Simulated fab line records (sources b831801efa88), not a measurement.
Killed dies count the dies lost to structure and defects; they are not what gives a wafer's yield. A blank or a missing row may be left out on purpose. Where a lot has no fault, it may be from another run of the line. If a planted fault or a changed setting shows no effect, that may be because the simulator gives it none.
fab line records	flow sky130	part 1 of 2: steps 1 to 34 of 44
[record] lots = 5	wafers = 15	lastDay = 50
route steps=708 shown VT_ADJUST_PCH@144 SONOS_TUNNEL@154 SONOS_ONO@168 GATE_OXIDE@187
lots that met no fault: from a run of the same line without faults
startH: hours from the record's first day to the start of the lot's first wafer shown	waitH: hours since the lot's step before	" as in the row above	L1.1+2: several wafers, shown together as one row	- no value, or no start given	* or withheld: withheld	< > ~ a bound
route shown NAME@n: names a module that has steps shown in the file, with the first one's number in the route	usual: the fault-free wafers' mean and standard deviation	same: alike in all rows	chamber/n: place in a boat	sites: each site's reading	_std_site: how widely they spread, as a standard deviation	_edge_site: inner sites' mean taken away from outer sites' mean	radiusMm: how far each site lies from the wafer's centre	mask NAME#n: copy n	behind: the most recent tool/chamber to have shaped the wafer	hold: cause of the lot's hold/its duration in hours/its outcome	device: names the non-switching transistor (n, p or np)	end of line: tests run on the same wafers once the route is complete	a step given without rows: its recipe and nothing more	killed: not the wafer's yield, but the dies lost to structure and defects at the first sort	map: dies across one wafer; x = killed, . = not, _ = none there
set.NAME: the setting as run; set.NAME@STEP: as run at that earlier step	model.NAME: the simulator's own value behind a step, which no gauge read
certain route steps with their lots: each step a table, each wafer a row
services: the hour from which a tool's chamber was out of use, counted from the record's first day as startH (under 0 if before that day), plus the number of hours and why
[[steps]]
[step SKY_VT_ADJUST_PCH_HMDS_01]
[recipe] primeTimeS = 60	primeTempC = 120
lot.wafer	tool	chamber	startH	waitH
L074.2+3+5	lithoTrack-01	0	217.91	0.1
L076.2+3+5	lithoTrack-02	0	231.97	0.1
L082.3+5+6	lithoTrack-02	0	282.60	0.1
L094.2+3+6	lithoTrack-04	0	365.79	0.1
L096.3+4+6	lithoTrack-04	0	382.52	0.1
[step SKY_VT_ADJUST_PCH_COAT_02]
[recipe] spinRpm = 2000	resistThkNm = 3000
lot.wafer	tool	chamber	startH	waitH
L074.2+3+5	lithoTrack-01	0	218.06	0.1
L076.2+3+5	lithoTrack-02	0	232.12	0.1
L082.3+5+6	lithoTrack-02	0	282.75	0.1
L094.2+3+6	lithoTrack-04	0	365.94	0.1
L096.3+4+6	lithoTrack-04	0	382.67	0.1
[step SKY_VT_ADJUST_PCH_SOFTBAKE_03]
[recipe] tempC = 110	timeS = withheld
lot.wafer	tool	chamber	startH	waitH
L074.2+3+5	lithoTrack-01	0	218.21	0.1
L076.2+3+5	lithoTrack-02	0	232.28	0.1
L082.3+5+6	lithoTrack-02	0	282.92	0.1
L094.2+3+6	lithoTrack-04	0	366.10	0.1
L096.3+4+6	lithoTrack-04	0	382.83	0.1
[step SKY_VT_ADJUST_PCH_EXPOSE_04]
[recipe] maskId = NWM	na = 0.6	sourceShape = conventional	sigmaOuter = 0.6	polarization = unpolarized	targetCdNm = 840	doseMj = 255
[usual] stageVelMmS = 499.97/0.3
lot.wafer	tool	chamber	startH	waitH	mask	stageVelMmS
L074.2	ilineStepper-01	0	-	-	NWM#0	500.10
L074.3	"	0	"	"	NWM#0	499.67
L074.5	"	0	"	"	NWM#0	499.47
L076.2	ilineStepper-01	0	-	-	NWM#0	499.49
L076.3	"	0	"	"	NWM#0	499.66
L076.5	"	0	"	"	NWM#0	500.01
L082.3	ilineStepper-02	0	-	-	NWM#0	499.90
L082.5	"	0	"	"	NWM#0	499.73
L082.6	"	0	"	"	NWM#0	499.15
L094.2	ilineStepper-02	0	-	-	NWM#0	500.33
L094.3	"	0	"	"	NWM#0	499.91
L094.6	"	0	"	"	NWM#0	500.34
L096.3	ilineStepper-01	0	-	-	NWM#0	500.10
L096.4	"	0	"	"	NWM#0	499.88
L096.6	"	0	"	"	NWM#0	499.52
[step SKY_VT_ADJUST_PCH_PEB_05]
[recipe] tempC = 115	timeS = withheld
lot.wafer	tool	chamber	startH	waitH
L074.2+3+5	lithoTrack-01	0	-	-
L076.2+3+5	lithoTrack-04	0	-	-
L082.3+5+6	lithoTrack-04	0	-	-
L094.2+3+6	lithoTrack-04	0	-	-
L096.3+4+6	lithoTrack-04	0	-	-
[step SKY_VT_ADJUST_PCH_DEVELOP_06]
[recipe] wallAngleDeg = 90	developer = TMAH	developTimeS = 60	devTempC = 23
lot.wafer	tool	chamber	startH	waitH
L074.2+3+5	lithoTrack-01	0	-	-
L076.2+3+5	lithoTrack-04	0	-	-
L082.3+5+6	lithoTrack-04	0	-	-
L094.2+3+6	lithoTrack-04	0	-	-
L096.3+4+6	lithoTrack-04	0	-	-
[step SKY_VT_ADJUST_PCH_OVL_MEAS_07]
[usual] VT_ADJUST_PCH_OVL = -0.3/1.4
lot.wafer	tool	chamber	startH	waitH	VT_ADJUST_PCH_OVL[nm]
L074.2	overlay-02	-	229.14	-	-3.0
L074.3	"	-	"	"	-1.6
L074.5	"	-	"	"	-1.3
L076.2	overlay-01	-	243.97	-	-1.3
L076.3	"	-	"	"	-0.9
L076.5	"	-	"	"	-1.7
L082.3	overlay-02	-	295.28	-	1.0
L082.5	"	-	"	"	0.1
L082.6	"	-	"	"	0.4
L094.2	overlay-01	-	379.62	-	0.2
L094.3	"	-	"	"	2.3
L094.6	"	-	"	"	1.1
L096.3	overlay-02	-	397.18	-	0.7
L096.4	"	-	"	"	0.1
L096.6	"	-	"	"	0.7
[step SKY_VT_ADJUST_PCH_IMPLANT_08]
[recipe] species = B	energyKev = 10	doseCm2 = 5e+11	tiltDeg = withheld
lot.wafer	tool	chamber	startH	waitH
L074.2+3+5	implanter-03	0	229.19	0.0
L076.2+3+5	implanter-04	0	244.03	0.0
L082.3+5+6	implanter-04	0	295.35	0.1
L094.2+3+6	implanter-04	0	379.68	0.0
L096.3+4+6	implanter-04	0	397.25	0.1
[step SKY_VT_ADJUST_PCH_STRIP_09]
[recipe] chemistry = O2/N2	powerW = 1400	pressureMtorr = 1500	platenTempC = withheld	o2FlowSccm = 3000	n2FlowSccm = 300	overashFraction = 0.5
[usual] drypumpMotorCurrentA = 5.9/0.33	oesProductAu = 0.723/0.0044	stripTimeToEndpointS = 36.92/0.13
lot.wafer	tool	chamber	startH	waitH	drypumpMotorCurrentA	oesProductAu	rfHoursCounterH	stripTimeToEndpointS
L074.2	plasmaAsher-03	0	229.32	0.1	5.9	0.724	54	37.04
L074.3	"	1	"	"	6.1	0.728	-	37.06
L074.5	"	0	"	"	5.9	0.723	-	37.11
L076.2	plasmaAsher-03	1	244.15	0.1	6.1	0.724	55	36.79
L076.3	"	0	"	"	5.9	0.716	-	36.88
L076.5	"	1	"	"	6.1	0.725	-	36.85
L082.3	plasmaAsher-03	1	295.49	0.1	6.1	0.727	-	37.02
L082.5	"	0	"	"	5.9	0.722	-	37.06
L082.6	"	1	"	"	6.1	0.723	-	36.97
L094.2	plasmaAsher-01	0	379.80	0.1	6.3	0.717	69	36.72
L094.3	"	1	"	"	5.1	0.727	-	36.76
L094.6	"	0	"	"	6.3	0.718	-	36.80
L096.3	plasmaAsher-01	1	397.38	0.1	5.2	0.722	-	36.86
L096.4	"	0	"	"	6.3	0.718	-	36.85
L096.6	"	1	"	"	5.2	0.723	-	36.78
[step SKY_VT_ADJUST_PCH_TW_MEAS_10]
[usual] VT_ADJUST_PCH_TW = 143.2/1.5
lot.wafer	tool	chamber	startH	waitH	VT_ADJUST_PCH_TW
L074.2	filmMetro-03	-	229.43	0.1	140.3
L074.3	"	-	"	"	141.0
L074.5	"	-	"	"	140.9
L076.2	filmMetro-02	-	244.26	0.1	144.1
L076.3	"	-	"	"	142.8
L076.5	"	-	"	"	143.0
L082.3	filmMetro-01	-	295.57	0.1	143.9
L082.5	"	-	"	"	143.5
L082.6	"	-	"	"	143.5
L094.2	filmMetro-02	-	379.91	0.1	143.3
L094.3	"	-	"	"	144.4
L094.6	"	-	"	"	143.3
L096.3	filmMetro-02	-	397.47	0.1	143.3
L096.4	"	-	"	"	143.4
L096.6	"	-	"	"	143.5
[step SKY_SONOS_TUNNEL_DEHYDRATE_00]
[recipe] tempC = 200	timeS = 60
lot.wafer	tool	chamber	startH	waitH
L074.2+3+5	lithoTrack-03	0	241.32	11.9
L076.2+3+5	lithoTrack-03	0	255.87	11.6
L082.3+5+6	lithoTrack-01	0	308.03	12.4
L094.2+3+6	lithoTrack-03	0	393.87	13.9
L096.3+4+6	lithoTrack-01	0	410.48	13.0
[step SKY_SONOS_TUNNEL_HMDS_01]
[recipe] primeTimeS = 60	primeTempC = 120
lot.wafer	tool	chamber	startH	waitH
L074.2+3+5	lithoTrack-03	0	241.47	0.1
L076.2+3+5	lithoTrack-03	0	256.02	0.1
L082.3+5+6	lithoTrack-01	0	308.18	0.1
L094.2+3+6	lithoTrack-03	0	394.02	0.1
L096.3+4+6	lithoTrack-01	0	410.63	0.1
[step SKY_SONOS_TUNNEL_COAT_02]
[recipe] resist = NOVOLAK	spinRpm = 3000	resistThkNm = 1140
lot.wafer	tool	chamber	startH	waitH
L074.2+3+5	lithoTrack-03	0	241.62	0.1
L076.2+3+5	lithoTrack-03	0	256.17	0.1
L082.3+5+6	lithoTrack-01	0	308.33	0.1
L094.2+3+6	lithoTrack-03	0	394.17	0.1
L096.3+4+6	lithoTrack-01	0	410.78	0.1
[step SKY_SONOS_TUNNEL_SOFTBAKE_03]
[recipe] tempC = 90	timeS = 60	resist = NOVOLAK
lot.wafer	tool	chamber	startH	waitH
L074.2+3+5	lithoTrack-03	0	241.77	0.1
L076.2+3+5	lithoTrack-03	0	256.32	0.1
L082.3+5+6	lithoTrack-01	0	308.48	0.1
L094.2+3+6	lithoTrack-03	0	394.32	0.1
L096.3+4+6	lithoTrack-01	0	410.93	0.1
[step SKY_SONOS_TUNNEL_EXPOSE_04]
[recipe] maskId = TUNM	na = 0.6	sourceShape = conventional	sigmaOuter = 0.6	polarization = unpolarized	targetCdNm = 410	doseMj = 136
[usual] stageVelMmS = 500.06/0.22
lot.wafer	tool	chamber	startH	waitH	mask	stageVelMmS
L074.2	ilineStepper-02	0	-	-	TUNM#0	499.85
L074.3	"	0	"	"	TUNM#0	500.26
L074.5	"	0	"	"	TUNM#0	500.06
L076.2	ilineStepper-01	0	-	-	TUNM#0	500.45
L076.3	"	0	"	"	TUNM#0	500.13
L076.5	"	0	"	"	TUNM#0	500.29
L082.3	ilineStepper-02	0	-	-	TUNM#0	500.14
L082.5	"	0	"	"	TUNM#0	500.07
L082.6	"	0	"	"	TUNM#0	500.13
L094.2	ilineStepper-02	0	-	-	TUNM#0	500.15
L094.3	"	0	"	"	TUNM#0	500.22
L094.6	"	0	"	"	TUNM#0	499.88
L096.3	ilineStepper-02	0	-	-	TUNM#0	500.28
L096.4	"	0	"	"	TUNM#0	500.53
L096.6	"	0	"	"	TUNM#0	500.30
[step SKY_SONOS_TUNNEL_PEB_05]
[recipe] tempC = withheld	timeS = *	resist = NOVOLAK
lot.wafer	tool	chamber	startH	waitH
L074.2+3+5	lithoTrack-01	0	-	-
L076.2+3+5	lithoTrack-04	0	-	-
L082.3+5+6	lithoTrack-01	0	-	-
L094.2+3+6	lithoTrack-04	0	-	-
L096.3+4+6	lithoTrack-03	0	-	-
[step SKY_SONOS_TUNNEL_DEVELOP_06]
[recipe] resist = NOVOLAK	developer = TMAH	developTimeS = 60	devTempC = 23
lot.wafer	tool	chamber	startH	waitH
L074.2+3+5	lithoTrack-01	0	253.51	0.1
L076.2+3+5	lithoTrack-04	0	267.89	0.1
L082.3+5+6	lithoTrack-01	0	320.68	0.1
L094.2+3+6	lithoTrack-04	0	408.54	0.1
L096.3+4+6	lithoTrack-03	0	426.45	0.1
[step SKY_SONOS_TUNNEL_CD_MEAS_07]
[recipe] targetCdNm = 410
[usual] cdNm = 409.7/2.6
lot.wafer	tool	chamber	startH	waitH	cdNm
L074.2	cdSem-01	-	253.65	0.1	411.2
L074.3	"	-	"	"	410.3
L074.5	"	-	"	"	411.4
L076.2	cdSem-01	-	268.04	0.1	409.9
L076.3	"	-	"	"	409.4
L076.5	"	-	"	"	409.6
L082.3	cdSem-01	-	320.82	0.1	411.3
L082.5	"	-	"	"	410.7
L082.6	"	-	"	"	412.5
L094.2	cdSem-02	-	408.84	0.3	408.6
L094.3	"	-	"	"	411.5
L094.6	"	-	"	"	409.7
L096.3	cdSem-02	-	426.59	0.1	407.8
L096.4	"	-	"	"	408.5
L096.6	"	-	"	"	406.3
[step SKY_SONOS_TUNNEL_OVL_MEAS_08]
[usual] SONOS_TUNNEL_OVL = 1.1/1.2
lot.wafer	tool	chamber	startH	waitH	SONOS_TUNNEL_OVL[nm]
L074.2	overlay-01	-	253.76	0.1	2.3
L074.3	"	-	"	"	3.1
L074.5	"	-	"	"	2.3
L076.2	overlay-01	-	268.14	0.1	1.3
L076.3	"	-	"	"	0.4
L076.5	"	-	"	"	1.4
L082.3	overlay-02	-	320.91	0.1	-2.0
L082.5	"	-	"	"	-2.8
L082.6	"	-	"	"	-1.8
L094.2	overlay-01	-	408.94	0.1	1.9
L094.3	"	-	"	"	2.8
L094.6	"	-	"	"	0.1
L096.3	overlay-02	-	426.68	0.1	0.5
L096.4	"	-	"	"	0.3
L096.6	"	-	"	"	-0.4
[step SKY_SONOS_TUNNEL_IMPLANT_09]
[recipe] species = B	energyKev = 20	doseCm2 = 1e+12	tiltDeg = withheld
lot.wafer	tool	chamber	startH	waitH
L074.2+3+5	implanter-01	0	253.81	0.0
L076.2+3+5	implanter-02	0	268.20	0.0
L082.3+5+6	implanter-02	0	320.99	0.1
L094.2+3+6	implanter-01	0	409.00	0.0
L096.3+4+6	implanter-04	0	426.75	0.1
[step SKY_SONOS_TUNNEL_WET_ETCH_10]
[recipe] chemistry = dHF	targetDepthNm = 14	target = SiO2	dilution = 100:1	tempC = 25	timeS = 280
lot.wafer	tool	chamber	startH	waitH
L074.2+3+5	wetBench-02	3	253.94	0.1
L076.2+3+5	wetBench-02	2	268.36	0.1
L082.3+5+6	wetBench-04	0	321.09	0.1
L094.2+3+6	wetBench-02	0	409.12	0.1
L096.3+4+6	wetBench-04	1	426.85	0.1
[step SKY_SONOS_TUNNEL_STRIP_11]
[recipe] chemistry = SPM	timeS = 600	tempC = 130
[usual] bathGuardTempC = 130.4/0.58
lot.wafer	tool	chamber	startH	waitH	bathGuardTempC
L074.2	wetBench-04	1	254.02	0.0	130.6
L074.3	"	1	"	"	130.4
L074.5	"	1	"	"	130.3
L076.2	wetBench-02	2	268.46	0.0	130.9
L076.3	"	2	"	"	131.0
L076.5	"	2	"	"	131.2
L082.3	wetBench-02	3	321.18	0.0	129.9
L082.5	"	3	"	"	129.7
L082.6	"	3	"	"	129.3
L094.2	wetBench-04	0	409.21	0.0	130.5
L094.3	"	0	"	"	130.3
L094.6	"	0	"	"	130.1
L096.3	wetBench-03	2	426.95	0.0	129.9
L096.4	"	2	"	"	130.0
L096.6	"	2	"	"	129.7
[step SKY_SONOS_TUNNEL_TW_MEAS_12]
[usual] SONOS_TUNNEL_TW = 197.8/1.6
lot.wafer	tool	chamber	startH	waitH	SONOS_TUNNEL_TW
L074.2	filmMetro-02	-	254.21	0.0	197.2
L074.3	"	-	"	"	197.1
L074.5	"	-	"	"	197.5
L076.2	filmMetro-02	-	268.67	0.0	196.9
L076.3	"	-	"	"	197.7
L076.5	"	-	"	"	196.7
L082.3	filmMetro-02	-	321.39	0.0	197.5
L082.5	"	-	"	"	197.6
L082.6	"	-	"	"	197.1
L094.2	filmMetro-04	-	409.40	0.0	196.1
L094.3	"	-	"	"	195.4
L094.6	"	-	"	"	195.9
L096.3	filmMetro-01	-	427.14	0.0	199.6
L096.4	"	-	"	"	198.9
L096.6	"	-	"	"	199.6
[step SKY_SONOS_TUNNEL_CLEAN_13]
[recipe] chemistry = dHF	timeS = 20	dilution = 100:1	dry = ipaMarangoni
lot.wafer	tool	chamber	startH	waitH
L074.2+3+5	wetBench-03	2	254.26	0.0
L076.2+3+5	wetBench-02	0	268.72	0.0
L082.3+5+6	wetBench-03	1	321.43	0.0
L094.2+3+6	wetBench-02	3	409.45	0.0
L096.3+4+6	wetBench-04	2	427.18	0.0
[step SKY_SONOS_ONO_OXIDATION_00]
[recipe] tempC = 800	ambient = O2	idleTempC = 700	rampUpCPerMin = 10	rampDownCPerMin = 3	stabiliseS = 600	purgeS = 300	targetThkA = 26	oxTimeS = 1278
[usual] rampDownCPerMin = 3.0000/0.00055	zonePowerTopPct = 26/3.2
[same] stabiliseS = 600
lot.wafer	tool	chamber	startH	waitH	rampDownCPerMin	zonePowerTopPct
L074.2	furnace-02	0	256.69	2.4	2.9998	29
L074.3	"	0	"	"	3.0000	29
L074.5	"	0	"	"	3.0002	29
L076.2	furnace-02	0	269.51	0.8	2.9998	29
L076.3	"	0	"	"	3.0005	29
L076.5	"	0	"	"	3.0007	30
L082.3	furnace-01	0	329.64	8.2	3.0008	22
L082.5	"	0	"	"	2.9997	23
L082.6	"	0	"	"	3.0005	22
L094.2	furnace-01	0	410.35	0.9	3.0003	23
L094.3	"	0	"	"	3.0006	23
L094.6	"	0	"	"	3.0009	23
L096.3	furnace-02	0	430.72	3.5	2.9999	29
L096.4	"	0	"	"	3.0009	30
L096.6	"	0	"	"	3.0002	29
[step SKY_SONOS_ONO_THK_MEAS_01]
[recipe] reads = SiO2_of_SONOS_ONO_OXIDATION_00
[usual] SONOS_ONO_OXIDATION_THK = 2.64/0.056
lot.wafer	tool	chamber	startH	waitH	SONOS_ONO_OXIDATION_THK[nm]
L074.2	filmMetro-03	-	258.05	0.0	2.66
L074.3	"	-	"	"	2.56
L074.5	"	-	"	"	2.60
L076.2	filmMetro-01	-	270.87	0.0	2.68
L076.3	"	-	"	"	2.66
L076.5	"	-	"	"	2.61
L082.3	filmMetro-03	-	331.00	0.0	2.69
L082.5	"	-	"	"	2.61
L082.6	"	-	"	"	2.66
L094.2	filmMetro-01	-	411.71	0.0	2.56
L094.3	"	-	"	"	2.58
L094.6	"	-	"	"	2.63
L096.3	filmMetro-03	-	432.08	0.0	2.65
L096.4	"	-	"	"	2.58
L096.6	"	-	"	"	2.57
[step SKY_SONOS_ONO_CVD_02]
[recipe] material = Si3N4	precursor = DCS/NH3	targetThkNm = 10.5	tempC = 770	timeS = 180	pressureMtorr = 250
[usual] zonePowerTopPct = 25.5/0.53
lot.wafer	tool	chamber	startH	waitH	zonePowerTopPct
L074.2	lpcvd-02	0	258.10	0.0	26.1
L074.3	"	0	"	"	25.7
L074.5	"	0	"	"	25.8
L076.2	lpcvd-02	1	270.92	0.0	25.2
L076.3	"	1	"	"	25.2
L076.5	"	1	"	"	24.6
L082.3	lpcvd-02	1	333.03	2.0	25.0
L082.5	"	1	"	"	24.9
L082.6	"	1	"	"	24.8
L094.2	lpcvd-02	0	411.99	0.3	26.1
L094.3	"	0	"	"	26.1
L094.6	"	0	"	"	25.7
L096.3	lpcvd-02	1	433.92	1.8	25.6
L096.4	"	1	"	"	24.9
L096.6	"	1	"	"	24.8
[step SKY_SONOS_ONO_THK_MEAS_03]
[recipe] reads = Si3N4_of_SONOS_ONO_CVD_02
[usual] SONOS_ONO_CVD_02_THK = 10.55/0.13
lot.wafer	tool	chamber	startH	waitH	SONOS_ONO_CVD_02_THK[nm]
L074.2	filmMetro-01	-	259.16	0.0	10.70
L074.3	"	-	"	"	10.60
L074.5	"	-	"	"	10.72
L076.2	filmMetro-04	-	271.98	0.0	10.38
L076.3	"	-	"	"	10.45
L076.5	"	-	"	"	10.40
L082.3	filmMetro-04	-	334.10	0.0	10.57
L082.5	"	-	"	"	10.62
L082.6	"	-	"	"	10.61
L094.2	filmMetro-01	-	413.57	0.0	10.41
L094.3	"	-	"	"	10.36
L094.6	"	-	"	"	10.44
L096.3	filmMetro-01	-	434.99	0.0	10.64
L096.4	"	-	"	"	10.51
L096.6	"	-	"	"	10.65
[step SKY_SONOS_ONO_CVD_04]
[recipe] material = SiO2	precursor = SiH4/N2O	targetThkNm = 5.7199	tempC = 900	pressureMtorr = 400
[usual] zonePowerTopPct = 37.4/2.6
lot.wafer	tool	chamber	startH	waitH	zonePowerTopPct
L074.2	lpcvd-03	1	259.21	0.0	34.5
L074.3	"	1	"	"	34.8
L074.5	"	1	"	"	35.6
L076.2	lpcvd-03	1	272.03	0.0	34.9
L076.3	"	1	"	"	34.7
L076.5	"	1	"	"	35.1
L082.3	lpcvd-03	0	334.14	0.0	39.9
L082.5	"	0	"	"	39.4
L082.6	"	0	"	"	39.7
L094.2	lpcvd-03	0	413.62	0.0	40.3
L094.3	"	0	"	"	39.7
L094.6	"	0	"	"	39.4
L096.3	lpcvd-03	0	435.03	0.0	40.4
L096.4	"	0	"	"	39.9
L096.6	"	0	"	"	40.0
[step SKY_SONOS_ONO_THK_MEAS_05]
[recipe] reads = SiO2_of_SONOS_ONO_CVD_04
[usual] SONOS_ONO_CVD_04_THK = 5.67/0.1
lot.wafer	tool	chamber	startH	waitH	SONOS_ONO_CVD_04_THK[nm]
L074.2	filmMetro-04	-	260.47	0.0	5.81
L074.3	"	-	"	"	5.73
L074.5	"	-	"	"	5.90
L076.2	filmMetro-04	-	273.29	0.0	5.74
L076.3	"	-	"	"	5.74
L076.5	"	-	"	"	5.73
L082.3	filmMetro-01	-	335.41	0.0	5.89
L082.5	"	-	"	"	5.84
L082.6	"	-	"	"	5.98
L094.2	filmMetro-04	-	414.88	0.0	5.59
L094.3	"	-	"	"	5.71
L094.6	"	-	"	"	5.64
L096.3	filmMetro-01	-	436.30	0.0	5.58
L096.4	"	-	"	"	5.63
L096.6	"	-	"	"	5.44
[step SKY_SONOS_ONO_DEHYDRATE_06]
[recipe] tempC = 200	timeS = 60
lot.wafer	tool	chamber	startH	waitH
L074.2+3+5	lithoTrack-03	0	271.62	11.1
L076.2+3+5	lithoTrack-03	0	285.02	11.7
L082.3+5+6	lithoTrack-03	0	347.65	12.2
L094.2+3+6	lithoTrack-02	0	428.87	14.0
L096.3+4+6	lithoTrack-02	0	451.40	15.1
[step SKY_SONOS_ONO_HMDS_07]
[recipe] primeTimeS = 60	primeTempC = 120
lot.wafer	tool	chamber	startH	waitH
L074.2+3+5	lithoTrack-03	0	271.77	0.1
L076.2+3+5	lithoTrack-03	0	285.17	0.1
L082.3+5+6	lithoTrack-03	0	347.80	0.1
L094.2+3+6	lithoTrack-02	0	429.02	0.1
L096.3+4+6	lithoTrack-02	0	451.55	0.1
[step SKY_SONOS_ONO_COAT_08]
[recipe] resist = NOVOLAK	spinRpm = 3000	resistThkNm = 1140
lot.wafer	tool	chamber	startH	waitH
L074.2+3+5	lithoTrack-03	0	271.92	0.1
L076.2+3+5	lithoTrack-03	0	285.32	0.1
L082.3+5+6	lithoTrack-03	0	347.95	0.1
L094.2+3+6	lithoTrack-02	0	429.17	0.1
L096.3+4+6	lithoTrack-02	0	451.70	0.1
[step SKY_SONOS_ONO_SOFTBAKE_09]
[recipe] tempC = 90	timeS = 60	resist = NOVOLAK
lot.wafer	tool	chamber	startH	waitH
L074.2+3+5	lithoTrack-03	0	272.07	0.1
L076.2+3+5	lithoTrack-03	0	285.47	0.1
L082.3+5+6	lithoTrack-03	0	348.10	0.1
L094.2+3+6	lithoTrack-02	0	429.32	0.1
L096.3+4+6	lithoTrack-02	0	451.85	0.1
